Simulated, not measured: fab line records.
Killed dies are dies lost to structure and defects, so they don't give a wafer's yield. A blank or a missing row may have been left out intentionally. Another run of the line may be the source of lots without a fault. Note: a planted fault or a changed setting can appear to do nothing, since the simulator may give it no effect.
One fault seen from 2 desks -- flow gf180mcu -- what lay behind the numbers comes last; until then each desk has only its own

DESK OF THE TOOL OWNER: wet bench-01
The tool's own readings at GF_SAB_WET_ETCH_12 (etches SiO2 in dHF, target depth 22 nm, time 440 s): means of the sampled wafers that have a number, for each lot that ran on this tool. The brackets show how far a lot's mean lies from the usual mean; more than 4 standard deviations puts the lot out of limits, marked OUT.
Columns: A = run length s at GF_SAB_WET_ETCH_12, usual 469 s
lot,first seen here,A
L771,day 16 07:01,468
L772,day 16 10:07,467
L774,day 17 03:13,474
L777,day 18 08:34,469
L778,day 18 20:52,474
L786,day 21 14:32,71 (-99 or more) OUT
L788,day 22 09:11,71 (-99 or more) OUT
This desk finds L786, L788 out of limits, L786 being first, at day 21 14:32 (run length s at GF_SAB_WET_ETCH_12). L771, L772, L774, L777, L778: within limits.

AT THE METROLOGY DESK
Means of the sampled wafers that have a number, per lot and without regard to the tool the lot ran on: this is what the gauges read. The brackets show how far a lot's mean lies from the usual mean; more than 4 standard deviations puts the lot out of limits, marked OUT.
Columns: A = cd nm at GF_POLY_GATE_CD_MEAS_10, usual 280.4 nm; B = cd nm at GF_HV_LDD_CD_MEAS_19, usual 400.9 nm
lot,first seen here,A,B
L770,day 9 20:05,280.2,403.5
L771,day 10 05:23,280.8,398.7
L772,day 10 07:29,279.8,398.1
L773,day 10 16:35,280.3,401.8
L774,day 10 21:28,279.6,400.2
L776,day 11 11:14,280.7,401.1
L777,day 11 21:05,281.6,402.4
L778,day 12 05:31,280.7,400.3
L784,day 13 22:50,279.5,399.2
L785,day 14 04:28,281.0,405.8
L786,day 14 10:55,279.3,406.7
L788,day 15 00:37,280.7,399.8
L790,day 15 16:56,279.8,400.7
L791,day 16 06:11,280.7,399.1
Result from this desk: across the 14 lots, nothing is out of limits.

ALL TOGETHER
The tool owner's desk could have raised an alarm at day 21 14:32, on L786, L788.
Nothing out of limits was seen by the metrology desk.
The metrology desk holds a record of L786, L788, inside its limits.
On wet bench-01, each named lot ran GF_SAB_WET_ETCH_12.

WHAT THE SIMULATOR HAD PUT IN
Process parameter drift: wet bench-01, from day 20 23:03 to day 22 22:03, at GF_SAB_WET_ETCH_12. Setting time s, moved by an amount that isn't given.
Shown lots that were struck: L786, L788.
Time in hours from fault onset to the first out-of-limits reading at each desk: the tool owner's desk, 15.
